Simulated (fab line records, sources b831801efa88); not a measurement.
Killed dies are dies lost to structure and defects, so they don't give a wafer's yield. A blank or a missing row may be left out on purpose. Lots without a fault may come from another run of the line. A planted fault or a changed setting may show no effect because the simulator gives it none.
A struck lot beside a sound one | flow sky130 | 14 steps out of a route of 708
Sound: wafers L226.4, L226.5, L226.6. Struck: wafers L221.3, L221.4, L221.6. The cause comes at the end.
At each step with rows: each side's tool, then ch and its chambers, then its first start. Under that, the readings that differ: sound wafers | struck wafers | difference of the means | sigmas: that difference in standard deviations of wafers without a fault.
alike: readings whose means differ by less than 2 such deviations, and words and numbers that are the same on both sides. not compared: withheld readings, readings that some wafer has no value for, bounds like >300 that may hide the same value, and numbers for which the record gives no deviation and whose values overlap.
The two part at a step that has a row with sigmas, a row that says differs or no value, or rows on one side only. Numbers that don't overlap but have no deviation are shown without sigmas and don't part them. A reading that every wafer of one side lacks parts them only if that side has two wafers or more.

first, 6 steps without rows for these wafers: SKY_RES_XHIGH_COAT_02 (resist thk 1140 nm); SKY_RES_XHIGH_SOFTBAKE_03 (time 60 s); SKY_RES_XHIGH_EXPOSE_04 (exposes mask URPM, target cd 1270 nm); SKY_RES_XHIGH_PEB_05; SKY_RES_XHIGH_DEVELOP_06 (develop time 60 s); SKY_RES_XHIGH_IMPLANT_07.
SKY_RES_XHIGH_STRIP_08: strips in O2/N2.
  sound on plasma_asher-03 ch 0,1, day 31 03:30; struck on plasma_asher-04 ch 0,1, day 30 10:48
  reading                      | sound             | struck            | difference | sigmas
  strip_time_to_endpoint_s (s) | 14.24 14.21 14.23 | 14.30 14.31 14.33 | +0.09      | +2
  alike: drypump_motor_current_A, oes_product_au
  not compared: rf_hours_counter_h
SKY_RES_XHIGH_TW_MEAS_09:
  sound on film_metro-04, day 31 03:35; struck on film_metro-03, day 30 10:53
  reading      | sound          | struck         | difference | sigmas
  RES_XHIGH_TW | 1673 1675 1674 | 1644 1647 1646 | -28        | -2
then, 4 steps without rows for these wafers: SKY_SD_N_DEHYDRATE_00 (time 60 s); SKY_SD_N_HMDS_01 (prime time 60 s); SKY_SD_N_COAT_02 (resist thk 1140 nm); SKY_SD_N_SOFTBAKE_03 (time 60 s).
SKY_SD_N_EXPOSE_04: exposes mask NSDM, target cd 380 nm.
  sound on iline_stepper-01 ch 0, day 31 17:26; struck on iline_stepper-01, day 31 00:58
  no value came back on the struck wafers for exposure_dose_mJ_cm2, focus_offset_nm (nm), na; on the sound wafers exposure_dose_mJ_cm2 reads 140.95 141.27 140.97
  alike: mask
then, 1 step without rows for these wafers: SKY_SD_N_PEB_05.

WHERE THEY PART
First at SKY_RES_XHIGH_STRIP_08; last, within this record, at SKY_SD_N_EXPOSE_04.

WHY: what the simulator had put in
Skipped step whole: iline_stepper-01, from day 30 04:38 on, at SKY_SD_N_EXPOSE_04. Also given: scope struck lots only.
